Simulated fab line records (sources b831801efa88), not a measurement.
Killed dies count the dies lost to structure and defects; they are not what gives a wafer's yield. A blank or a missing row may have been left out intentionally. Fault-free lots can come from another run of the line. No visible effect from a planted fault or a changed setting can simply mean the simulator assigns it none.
Comparing a struck lot with a sound one -- flow sky130 -- 44 out of 708 route steps
Sound: these wafers, L748.1, L748.2, L748.5. Struck: wafers L758.1, L758.6 (left out: L758.2, a lot-mate that was not struck); the cause follows at the end.
At each step with rows: each side's tool, then ch and its chambers, then its first start. Under that, the readings that differ: sound wafers -- struck wafers -- difference of the means -- sigmas: that difference in standard deviations of wafers without a fault.
alike: a reading whose means differ by less than 2 such deviations, as well as words and numbers matching on both sides. not compared: withheld readings; readings where some wafer has no value; bounds like >300 that might hide an equal value; numbers whose values overlap and for which the record gives no deviation.
The two part at a step that has a row with sigmas, a row that says differs or no value, or rows on one side only. Numbers that don't overlap but have no deviation are shown without sigmas and don't part them. A reading that every wafer of one side lacks parts them only if that side has two wafers or more.

first, 3 steps without rows for these wafers: SKY_VIA3_CLEAN_18 (cleans in IPA, time 180 s); SKY_VIA3_CLEAN_19 (cleans in O3/DIW); SKY_VIA3_SPUTTER_20 (material TiN, target thk 20 nm, time 80 s).
SKY_VIA3_CVD_21: deposits W, target thk 390 nm, time 117.31 s.
  sound on cvd-w-02 ch 0,1, day 42 18:39; struck on cvd-w-01 ch 0,1, day 45 02:15
  alike: heater-power-w
SKY_VIA3_RS_MEAS_22: the measuring method here is four-point-probe.
  sound on film-metro-03 at day 42 18:46; struck on film-metro-02 at day 45 02:22
  alike: VIA3_W_RS
SKY_VIA3_THK_MEAS_23: measures by xrf.
  sound on film-metro-03 at day 42 18:53; struck on film-metro-02 at day 45 02:29
  alike: VIA3_W_THK
SKY_VIA3_CMP_24: polishes, stops on SiO2, t overpolish 20 s, target thk 0 nm.
  sound on cmp-02 ch 0,2, day 42 18:57; struck on cmp-01 ch 0,3, day 45 02:39
reading,sound,struck,difference,sigmas
motor-current-A (A),9.5 10.3 9.9,10.6 12.0,+1.4,+2
  alike: overpolish-run-s, time-to-endpoint-s
then, 1 step without rows for these wafers: SKY_METAL4_SPUTTER_00 (material Ti, target thk 15 nm, time 10 s).
SKY_METAL4_SPUTTER_01: material TiN, target thk 20 nm, time 16.7 s.
  sound on pvd-sputter-01 at day 42 19:16; struck on pvd-sputter-01 at day 45 02:52
  alike: chamber-pressure-pa, throttle-valve-pct
SKY_METAL4_SPUTTER_02: material AlCu, target thk 735 nm, time 39.1 s.
  sound on pvd-sputter-01 at day 42 19:18; struck on pvd-sputter-01 at day 45 02:54
  alike: chamber-pressure-pa, throttle-valve-pct
then, 2 steps without rows for these wafers: SKY_METAL4_SPUTTER_03 (material Ti, target thk 5 nm, time 3.3 s); SKY_METAL4_SPUTTER_04 (material TiN, target thk 70 nm, time 58.3 s).
SKY_CAP2M_CVD_00: deposits SiO2, target thk 15.5 nm.
  sound on pecvd-01 ch 0,2, day 42 19:24; struck on pecvd-04 ch 2, day 45 03:00
reading,sound,struck,difference,sigmas
model.SiO2_of_CAP2M_CVD_00.thk-nm (nm),15.02 14.81 15.15,7.322 7.437,-7.614,
  alike: heater-power-w
SKY_CAP2M_THK_MEAS_01:
  sound on film-metro-01 at day 42 19:26; struck on film-metro-01 at day 45 03:02
reading,sound,struck,difference,sigmas
CAP2M_CVD_00_THK (nm),15.00 14.78 15.11,7.30 7.40,-7.61,-35
then, 1 step without rows for these wafers: SKY_CAP2M_SPUTTER_02 (material TiN, target thk 200 nm, time 166.7 s).
SKY_CAP2M_RS_MEAS_03: the measuring method here is four-point-probe.
  sound on film-metro-02 at day 42 19:36; struck on film-metro-02 at day 45 03:11
  alike: CAP2M_TIN_RS
SKY_CAP2M_THK_MEAS_04: measures by xrf.
  sound on film-metro-02 at day 42 19:43; struck on film-metro-02 at day 45 03:19
  alike: CAP2M_TIN_THK
then, 7 steps without rows for these wafers: SKY_CAP2M_DEHYDRATE_05 (time 60 s); SKY_CAP2M_HMDS_06 (prime time 60 s); SKY_CAP2M_COAT_07 (resist thk 1140 nm); SKY_CAP2M_SOFTBAKE_08 (time 60 s); SKY_CAP2M_EXPOSE_09 (exposes mask CAP2M, target cd 1000 nm); SKY_CAP2M_PEB_10; SKY_CAP2M_DEVELOP_11 (develop time 60 s).
SKY_CAP2M_OVL_MEAS_12:
  sound on overlay-02 at day 43 16:01; struck on overlay-01 at day 46 00:53
  alike: CAP2M_OVL
then, 13 steps without rows for these wafers: SKY_CAP2M_METAL_ETCH_13 (etches TiN in Cl2/BCl3, stops on SiO2, target depth 220 nm, time 62.9 s); SKY_CAP2M_STRIP_14 (strips in O2/N2); SKY_CAP2M_STRIP_15 (strips in post etch residue remover, time 1200 s); SKY_CAP2M_CLEAN_16 (cleans in IPA, time 180 s); SKY_CAP2M_CLEAN_17 (cleans in O3/DIW); SKY_METAL4_DEHYDRATE_05 (time 60 s); SKY_METAL4_HMDS_06 (prime time 60 s); SKY_METAL4_COAT_07 (resist thk 60 nm); SKY_METAL4_COAT_08 (resist thk 1140 nm); SKY_METAL4_SOFTBAKE_09 (time 90 s); SKY_METAL4_EXPOSE_10 (exposes mask MM4, target cd 300 nm); SKY_METAL4_PEB_11; SKY_METAL4_DEVELOP_12 (develop time 60 s).
SKY_METAL4_CD_MEAS_13: the cd target is 300 nm.
  sound on cd-sem-02 at day 44 11:23; struck on cd-sem-02 at day 46 23:08
  alike: cd-nm
SKY_METAL4_OVL_MEAS_14:
  sound on overlay-02 at day 44 11:31; struck on overlay-01 at day 46 23:16
  alike: METAL4_OVL
then, 1 step without rows for these wafers: SKY_METAL4_DESCUM_15 (chemistry O2, time 8 s).
SKY_METAL4_ETCH_16: etches BARC in N2/H2, stops on SiO2, time 88.2 s, target depth 60 nm.
  sound on rie-metal-03 ch 0,1, day 44 11:34; struck on rie-metal-03 ch 1, day 46 23:19
  alike: drypump-motor-current-A, oes-product-au, throttle-valve-pct
  not compared: rf-hours-counter-h
SKY_METAL4_ETCH_17: etches SiO2 in C4F8/O2/Ar, stops on TiN, time 3.9 s, target depth 15 nm.
  sound on rie-diel-04 ch 1,3, day 44 11:40; struck on rie-diel-02 ch 2, day 46 23:25
reading,sound,struck,difference,sigmas
oes-product-au (a.u.),0.738 0.736 0.749,0.547 0.557,-0.189,-26
model.etch.depth-nm (nm),15.02 14.81 15.15,7.322 7.437,-7.614,
  not compared: rf-hours-counter-h
-- the record jumps here: 3 days lie between the struck wafers' starts before and after (it left off in module METAL4 and takes up again in module PAD_OPEN, whose first step shown is number 708 of the route) --
SKY_PAD_OPEN_PROBE_99:
  sound on prober-01 at day 48 06:52; struck on prober-02 at day 50 09:34
reading,sound,struck,difference,sigmas
model.etest.tester.sort-n-pass,408 401 405,0 0,-405,
model.etest.tester.sort-yield-pct (%),82.93 81.5 82.32,0 0,-82,
model.etest.tester.sort_bin_5_pct (%),9.146 9.553 10.98,76.11 88.39,+72.36,
model.etest.cap-mim2.bv-v (V),13.46 13.23 13.47,6.353 6.578,-6.921,
model.etest.tester.sort_bin_4_pct (%),0 0 0,12.71 4.493,+8.60,
model.etest.cap-mim2.leak-log10-a-cm2,-8.793 -8.74 -8.774,-4.278 -4.6,+4.330,
model.etest.cap-mim2.c-ff-um2,2.404 2.44 2.374,4.935 4.899,+2.511,
model.etest.tester.sort_bin_8_pct (%),0 0 0,8.74e-61 1.683e-56,+8.42e-57,
  alike: defect-limited-yield, killed_at_M0_to_M3, killed_at_M4_up, killed-at-contacts, killed-at-front-end, killed-at-other, killed-dies, killed-open, killed-short

## WHERE THEY PART
At SKY_VIA3_CMP_24 first; at SKY_METAL4_ETCH_17 last (within this record only). Later steps at which nothing parts them and some readings are alike: SKY_PAD_OPEN_PROBE_99.

WHY: what the simulator had put in
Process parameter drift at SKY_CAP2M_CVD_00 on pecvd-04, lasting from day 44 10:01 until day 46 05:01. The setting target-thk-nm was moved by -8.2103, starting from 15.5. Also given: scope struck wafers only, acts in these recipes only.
